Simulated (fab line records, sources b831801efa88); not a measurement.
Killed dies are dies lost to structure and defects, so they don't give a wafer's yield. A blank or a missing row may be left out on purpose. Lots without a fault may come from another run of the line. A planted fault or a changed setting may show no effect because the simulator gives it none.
fab line records | flow sky130
record lots=12 wafers=36 last_day=50
route steps=708 shown NWELL@79 LDD_P@265 POLY_CUT@318 LI_CONTACT@376 PAD_OPEN@708
lots that met no fault: from a run of the same line without faults
start_h: hours from the record's first day to the start of the lot's first wafer shown | wait_h: hours since the lot's step before | " the same as in the row above | L1.1+2: a row that stands for several wafers | - no value, or no start given | * or withheld: withheld | < > ~ a bound
route shown NAME@n: a module of which the file shows steps, and the number in the route of the first | usual: mean/standard deviation of fault-free wafers | same: alike in all rows | chamber/n: place in a boat | sites: the reading at each site | _std_site: their standard deviation | _edge_site: outer sites' mean less inner sites' | radius_mm: how far each site lies from the wafer's centre | mask NAME#n: copy n | behind: the tool/chamber that last shaped the wafer | hold: why the lot was held/for how many hours/how that ended | device: the transistor (n, p or np) that didn't switch | end of line: the same wafers' tests at the end of the route | a step without rows: its recipe alone | killed: dies lost to structure and defects at the first sort, not the wafer's yield | map: a wafer's dies, x killed, . not, _ none there
set.NAME: the setting as run; set.NAME@STEP: as run at that earlier step | model.NAME: the simulator's own value behind a step, which no gauge read
steps of the route over a sample of lots; a table a step, a row a wafer
services: from which hour (start_h, from the record's first day; less than 0 if before it) a tool's chamber was out of use, for how many hours, and why
## steps
# step SKY_NWELL_TW_MEAS_26
# usual NWELL_2_TW=499.8/2.5
# columns lot.wafer tool chamber start_h wait_h NWELL_2_TW
L837.2 film_metro-03 - 99.08 0.1 501.4
L837.3 " - " " 500.6
L837.5 " - " " 503.0
L840.3 film_metro-04 - 125.08 0.1 500.8
L840.5 " - " " 498.8
L840.6 " - " " 498.3
L841.2 film_metro-04 - 129.82 0.1 499.4
L841.3 " - " " 499.3
L841.5 " - " " 501.5
L842.1 film_metro-02 - 136.67 0.1 500.6
L842.3 " - " " 501.8
L842.5 " - " " 502.0
L850.1 film_metro-04 - 181.95 0.1 500.8
L850.4 " - " " 502.8
L850.6 " - " " 502.0
L852.2 film_metro-02 - 195.63 0.1 502.6
L852.3 " - " " 501.2
L852.4 " - " " 502.4
L853.2 film_metro-03 - 203.07 0.1 494.8
L853.3 " - " " 496.0
L853.6 " - " " 495.9
L854.1 film_metro-02 - 208.15 0.1 500.9
L854.4 " - " " 501.4
L854.6 " - " " 501.7
L856.2 film_metro-04 - 224.62 0.1 500.8
L856.4 " - " " 497.1
L856.5 " - " " 499.0
L857.3 film_metro-04 - 228.18 0.1 499.7
L857.4 " - " " 501.4
L857.5 " - " " 500.0
L858.1 film_metro-03 - 234.46 0.1 496.0
L858.3 " - " " 493.5
L858.4 " - " " 493.1
L859.2 film_metro-04 - 239.42 0.1 505.4
L859.3 " - " " 500.0
L859.4 " - " " 503.3
# step SKY_LDD_P_STRIP_10
# recipe chemistry=O2/N2 power_w=1400 pressure_mtorr=1500 platen_temp_c=withheld o2_flow_sccm=3000 n2_flow_sccm=300 overash_fraction=0.5
# usual drypump_motor_current_A=5.7/0.51 oes_product_au=0.716/0.0048 strip_time_to_endpoint_s=14.19/0.047
# columns lot.wafer tool chamber start_h wait_h drypump_motor_current_A oes_product_au rf_hours_counter_h strip_time_to_endpoint_s
L837.2 plasma_asher-01 1 418.73 0.1 6.3 0.726 55 14.22
L837.3 " 0 " " 5.2 0.718 - 14.18
L837.5 " 1 " " 6.3 0.713 - 14.19
L840.3 plasma_asher-03 0 472.92 0.1 4.8 0.717 - 14.27
L840.5 " 1 " " 5.8 0.720 - 14.22
L840.6 " 0 " " 4.8 0.715 - 14.23
L841.2 plasma_asher-03 1 478.59 0.1 5.9 0.711 4 14.28
L841.3 " 0 " " 4.8 0.708 - 14.29
L841.5 " 1 " " 5.9 0.718 - 14.25
L842.1 plasma_asher-01 1 499.26 0.1 6.3 0.727 64 14.14
L842.3 " 1 " " 6.3 0.722 - 14.19
L842.5 " 1 " " 6.3 0.711 - 14.13
L850.1 plasma_asher-03 1 550.24 0.1 5.9 0.709 11 14.22
L850.4 " 0 " " 4.8 0.719 - 14.24
L850.6 " 0 " " 4.8 0.714 - 14.22
L852.2 plasma_asher-01 0 567.94 0.1 5.1 0.711 70 14.18
L852.3 " 1 " " 6.3 0.713 - 14.18
L852.4 " 0 " " 5.2 0.717 - 14.18
L853.2 plasma_asher-03 1 573.11 0.1 5.8 0.731 13 14.14
L853.3 " 1 " " 5.8 0.713 - 14.16
L853.6 " 0 " " 4.8 0.717 - 14.18
L854.1 plasma_asher-02 1 583.09 0.1 5.8 0.713 89 14.14
L854.4 " 0 " " 6.0 0.709 - 14.15
L854.6 " 1 " " 5.8 0.709 - 14.24
L856.2 plasma_asher-02 1 604.08 0.1 5.8 0.723 91 14.21
L856.4 " 0 " " 6.0 0.709 - 14.25
L856.5 " 1 " " 5.8 0.708 - 14.24
L857.3 plasma_asher-01 0 610.17 0.1 5.2 0.714 - 14.21
L857.4 " 1 " " 6.3 0.717 - 14.19
L857.5 " 1 " " 6.3 0.723 - 14.24
L858.1 plasma_asher-03 1 617.88 0.1 5.8 0.711 18 14.14
L858.3 " 0 " " 4.8 0.712 - 14.20
L858.4 " 1 " " 5.8 0.717 - 14.12
L859.2 plasma_asher-02 0 625.69 0.1 6.0 0.718 93 14.15
L859.3 " 0 " " 6.0 0.723 - 14.14
L859.4 " 1 " " 5.8 0.711 - 14.15
# step SKY_POLY_CUT_ETCH_11
# recipe target=Si3N4 chemistry=CF4/CH2F2/Ar stop_on=poly-Si source_w=600 bias_w=150 pressure_mtorr=40 cf4_flow_sccm=40 ch2f2_flow_sccm=20 Ar_flow_sccm=150 time_s=42.5 target_depth_a=600
# usual drypump_motor_current_A=5.9/0.37 oes_product_au=0.828/0.0061 run_length_s=70.7/0.4 throttle_valve_pct=14.995/0.0094
# columns lot.wafer tool chamber start_h wait_h drypump_motor_current_A oes_product_au rf_hours_counter_h run_length_s throttle_valve_pct
L837.2 rie_diel-01 2 545.27 0.0 5.6 0.820 1 70.5 15.009
L837.3 " 3 " " 6.4 0.831 8 70.4 14.985
L837.5 " 2 " " 5.6 0.835 - 70.6 15.005
L840.3 rie_diel-02 1 594.96 0.0 6.0 0.822 1 71.0 14.998
L840.5 " 0 " " 6.3 0.826 - 70.9 15.003
L840.6 " 3 " " 6.5 0.828 - 70.4 14.998
L841.2 rie_diel-02 1 601.18 0.0 6.0 0.758 1 78.7 14.978
L841.3 " 2 " " 5.9 0.758 25 79.0 14.985
L841.5 " 2 " " 5.9 0.753 - 79.2 14.977
L842.1 rie_diel-02 0 621.50 0.0 6.3 0.748 13 79.2 14.996
L842.3 " 1 " " 6.1 0.753 2 78.7 14.995
L842.5 " 1 " " 6.0 0.759 - 78.6 14.984
L850.1 rie_diel-04 3 668.73 0.0 6.0 0.828 13 70.7 14.988
L850.4 " 1 " " 5.2 0.831 1 70.6 14.993
L850.6 " 3 " " 6.0 0.834 - 70.6 14.998
L852.2 rie_diel-01 0 685.61 0.0 5.8 0.818 23 71.5 14.988
L852.3 " 3 " " 6.4 0.821 11 70.0 15.002
L852.4 " 2 " " 5.6 0.828 4 71.0 15.007
L853.2 rie_diel-04 3 689.91 0.0 6.0 0.829 14 70.7 14.995
L853.3 " 0 " " 5.7 0.828 21 70.1 14.997
L853.6 " 2 " " 5.4 0.824 - 70.4 14.993
L854.1 rie_diel-04 0 701.41 0.0 5.7 0.830 22 70.4 14.999
L854.4 " 1 " " 5.2 0.829 2 70.5 14.983
L854.6 " 1 " " 5.2 0.846 - 71.3 15.005
L856.2 rie_diel-04 0 720.23 0.0 5.7 0.820 22 70.5 14.992
L856.4 " 1 " " 5.2 0.823 2 70.7 14.984
L856.5 " 2 " " 5.4 0.821 - 70.9 15.007
L857.3 rie_diel-04 3 726.37 0.0 6.0 0.819 15 70.9 14.996
L857.4 " 2 " " 5.4 0.823 9 70.3 14.983
L857.5 " 2 " " 5.4 0.827 - 70.6 14.988
L858.1 rie_diel-01 0 732.66 0.0 5.8 0.826 24 71.3 14.982
L858.3 " 1 " " 6.0 0.826 11 71.3 14.980
L858.4 " 2 " " 5.6 0.835 5 71.0 14.984
L859.2 rie_diel-02 3 741.78 0.0 6.5 0.825 12 70.7 15.005
L859.3 " 2 " " 5.9 0.825 27 70.8 14.996
L859.4 " 0 " " 6.3 0.817 15 71.0 14.997
# step SKY_LI_CONTACT_ETCH_14
# recipe chemistry=N2/H2 target=BARC ion_energy_ev=200 source_w=500 bias_w=100 pressure_mtorr=30 n2_flow_sccm=100 h2_flow_sccm=200 stop_on=SiO2 time_s=45.9 target_depth_a=600
# usual drypump_motor_current_A=5.9/0.44 h2_flow_sccm=200.0/0.6 oes_product_au=0.855/0.0048 run_length_s=74.2/0.48 throttle_valve_pct=13.224/0.0094
# columns lot.wafer tool chamber start_h wait_h drypump_motor_current_A h2_flow_sccm oes_product_au rf_hours_counter_h run_length_s throttle_valve_pct
L837.2 rie_diel-03 1 663.89 0.0 6.2 200.5 0.853 5 73.8 13.222
L837.3 " 3 " " 6.0 200.1 0.862 40 73.3 13.224
L837.5 " 3 " " 6.0 199.5 0.861 - 73.4 13.219
L840.3 rie_diel-02 2 711.16 0.0 5.9 200.7 0.861 27 74.0 13.225
L840.5 " 1 " " 6.1 200.6 0.859 - 73.6 13.218
L840.6 " 2 " " 5.9 199.8 0.854 - 74.6 13.236
L841.2 rie_diel-03 2 718.04 0.0 5.8 199.4 0.854 16 75.1 13.221
L841.3 " 3 " " 6.0 199.7 0.859 42 73.8 13.211
L841.5 " 0 " " 5.0 199.6 0.861 - 74.7 13.231
L842.1 rie_diel-03 3 738.09 0.0 6.0 200.3 0.852 42 73.2 13.224
L842.3 " 0 " " 5.0 198.9 0.870 9 74.7 13.207
L842.5 " 2 " " 5.7 199.7 0.861 - 74.5 13.241
L850.1 rie_diel-01 1 779.78 0.0 6.0 200.7 0.853 12 74.7 13.217
L850.4 " 3 " " 6.4 200.2 0.858 14 73.9 13.192
L850.6 " 1 " " 6.1 200.6 0.850 - 74.8 13.236
L852.2 rie_diel-01 2 797.07 0.0 5.6 200.1 0.859 7 74.0 13.226
L852.3 " 1 " " 6.0 199.1 0.865 13 74.5 13.221
L852.4 " 0 " " 5.9 199.1 0.862 26 74.7 13.214
L853.2 rie_diel-01 3 800.03 0.0 6.4 200.6 0.850 14 73.8 13.222
L853.3 " 1 " " 6.0 200.5 0.848 13 74.8 13.218
L853.6 " 2 " " 5.6 199.7 0.847 - 74.4 13.231
L854.1 rie_diel-01 1 810.48 0.0 6.0 201.0 0.858 13 75.2 13.230
L854.4 " 3 " " 6.4 199.9 0.854 15 73.6 13.221
L854.6 " 0 " " 5.8 199.9 0.862 - 74.9 13.222
L856.2 rie_diel-02 1 829.53 0.0 6.1 199.2 0.853 6 73.6 13.236
L856.4 " 0 " " 6.4 200.3 0.871 - 74.4 13.232
L856.5 " 3 " " 6.5 198.3 0.853 - 73.9 13.225
L857.3 rie_diel-01 3 835.68 0.0 6.4 199.4 0.864 16 73.8 13.229
L857.4 " 0 " " 5.9 200.8 0.861 28 74.7 13.222
L857.5 " 3 " " 6.4 200.1 0.851 - 73.7 13.237
L858.1 rie_diel-01 0 840.42 0.0 5.9 200.3 0.850 28 74.9 13.228
L858.3 " 1 " " 6.1 200.0 0.854 14 74.5 13.209
L858.4 " 3 " " 6.4 200.1 0.857 16 73.6 13.204
L859.2 rie_diel-02 0 850.03 0.0 6.4 199.5 0.856 18 74.1 13.233
L859.3 " 1 " " 6.1 200.2 0.854 7 74.0 13.215
L859.4 " 3 " " 6.5 200.0 0.855 15 74.0 13.240
# step SKY_PAD_OPEN_PROBE_99
# usual killed_at_M0_to_M3=44/7.5 killed_at_M4_up=2.9/1.8 killed_at_contacts=24/5.1 killed_at_front_end=16/4.7 killed_at_other=0.3/0.46 killed_dies=87/9.9 killed_open=47/8 killed_short=39/6.3
# same gross_dies=492 killed_at_back_side=0
# columns lot.wafer tool chamber start_h wait_h killed_at_M0_to_M3 killed_at_M4_up killed_at_contacts killed_at_front_end killed_at_other killed_dies killed_open killed_short
L842.1 prober-02 - 1122.50 0.1 41 7 20 14 0 82 43 38
L842.3 prober-02 - 1122.60 0.2 46 5 32 12 0 95 51 44
L842.5 prober-02 - 1122.70 0.2 58 5 22 18 0 103 50 52
L852.2 prober-02 - 1163.55 0.1 48 5 24 10 0 87 41 45
L852.3 prober-02 - 1163.60 0.2 52 7 19 10 0 88 59 29
L852.4 prober-02 - 1163.65 0.2 38 5 33 15 1 92 56 31
L853.2 prober-01 - 1167.25 0.1 57 3 22 15 0 97 57 40
L853.3 prober-01 - 1167.30 0.2 49 3 20 9 0 81 50 31
L853.6 prober-01 - 1167.45 0.2 41 3 15 18 0 77 43 34
# killed by level:class
L842.1 VIA1:geometric_particle:short=8 CONTACT:geometric_particle:open=7 METAL2:geometric_particle:short=7 LI_CONTACT:geometric_particle:open=6 VIA3:geometric_particle:open=6 VIA2:geometric_particle:open=6 METAL4:geometric_particle:short=6 FIELD_ISO:geometric_particle:open=4
L842.3 VIA1:geometric_particle:open=12 CONTACT:geometric_particle:open=10 LI_CONTACT:geometric_particle:open=8 CONTACT:geometric_particle:short=7 FIELD_ISO:geometric_particle:short=6 VIA1:geometric_particle:short=5 VIA2:geometric_particle:open=5 METAL3:geometric_particle:short=5
L842.5 VIA1:geometric_particle:open=15 VIA2:geometric_particle:open=14 METAL2:geometric_particle:short=11 POLY_GATE:geometric_particle:short=6 FIELD_ISO:geometric_particle:short=5 LI_CONTACT:geometric_particle:short=5 LI_CONTACT:geometric_particle:open=5 METAL1:geometric_particle:short=5
L852.2 LOCAL_INTERCONNECT:geometric_particle:short=7 METAL1:geometric_particle:short=7 VIA1:geometric_particle:open=7 LI_CONTACT:geometric_particle:open=5 METAL3:geometric_particle:short=5 VIA3:geometric_particle:short=5 METAL1:geometric_particle:open=5 VIA2:geometric_particle:open=5
L852.3 VIA1:geometric_particle:open=13 LI_CONTACT:geometric_particle:open=8 VIA3:geometric_particle:open=8 VIA2:geometric_particle:open=7 METAL4:geometric_particle:short=5 CONTACT:geometric_particle:open=4 METAL1:geometric_particle:short=4 METAL3:geometric_particle:short=4
L852.4 CONTACT:geometric_particle:open=17 VIA3:geometric_particle:open=10 VIA1:geometric_particle:open=9 LOCAL_INTERCONNECT:geometric_particle:short=6 LI_CONTACT:geometric_particle:open=6 METAL1:geometric_particle:short=4 FIELD_ISO:geometric_particle:short=3 CONTACT:geometric_particle:short=3
L853.2 VIA1:geometric_particle:open=16 VIA2:geometric_particle:open=11 CONTACT:geometric_particle:open=10 VIA3:geometric_particle:open=9 FIELD_ISO:geometric_particle:short=6 VIA1:geometric_particle:short=4 LOCAL_INTERCONNECT:geometric_particle:short=4 METAL2:geometric_particle:short=4
L853.3 VIA3:geometric_particle:open=12 VIA1:geometric_particle:open=10 VIA2:geometric_particle:open=9 METAL1:geometric_particle:short=6 LI_CONTACT:geometric_particle:short=4 LI_CONTACT:geometric_particle:open=4 LOCAL_INTERCONNECT:geometric_particle:open=4 LOCAL_INTERCONNECT:geometric_particle:short=4
L853.6 VIA1:geometric_particle:open=11 METAL1:geometric_particle:short=7 VIA3:geometric_particle:open=7 POLY_GATE:geometric_particle:open=6 LI_CONTACT:geometric_particle:open=6 FIELD_ISO:geometric_particle:short=4 METAL2:geometric_particle:short=4 VIA3:geometric_particle:short=3
## services
# columns tool chamber start_h hours kind
rie_diel-01 2 397.47 9.4 repair
plasma_asher-01 - 399.42 15.6 pm
plasma_asher-03 - 402.37 28.1 pm
plasma_asher-02 - 416.96 1.8 repair
plasma_asher-03 - 430.47 9.0 pm
plasma_asher-02 - 431.94 6.0 repair
rie_diel-02 2 435.11 4.4 repair
rie_diel-01 2 467.66 15.8 repair
rie_diel-01 0 471.06 5.7 repair
plasma_asher-03 - 475.91 0.8 repair
rie_diel-03 1 492.29 4.8 repair
rie_diel-01 2 502.95 9.5 repair
rie_diel-04 3 503.87 4.4 repair
rie_diel-02 - 517.96 1.1 repair
rie_diel-02 - 537.42 2.8 pm
rie_diel-04 1 583.34 15.1 repair
rie_diel-02 3 621.12 15.6 repair
rie_diel-02 - 623.74 0.2 repair
rie_diel-04 - 734.91 1.2 repair
plasma_asher-01 - 768.38 1.8 repair
rie_diel-04 0 815.97 15.1 repair
rie_diel-04 - 822.53 2.8 repair
plasma_asher-01 - 833.81 2.8 pm
rie_diel-04 3 844.48 1.9 repair
## key
first_sign step=SKY_POLY_CUT_ETCH_11 reading=run_length_s direction=up sigmas=20 usual=* struck=*
effect step=SKY_POLY_CUT_ETCH_11 reading=oes_product_au direction=down sigmas=12 usual=0.828 struck=0.755
met_at SKY_POLY_CUT_ETCH_11
struck_lots L841,L842
tester_left_out L841,L842
not_acting_at SKY_NWELL_TW_MEAS_26,SKY_LDD_P_STRIP_10,SKY_LI_CONTACT_ETCH_14
onset_between 594.96 601.18
fault kind=process_parameter_drift tool=rie_diel-02 chamber=- onset_h=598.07 steps=SKY_POLY_CUT_ETCH_11 channel=time_s offset=* shape=step end_h=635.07 acts_in=* stated=*
# tester_left_out: of these lots the tester's yield and bins aren't shown, on N5 and GAA mostly nor the transistor test; their killed dies are dies lost to structure and defects alone, not to doping, threshold or leakage, so they don't give the yield
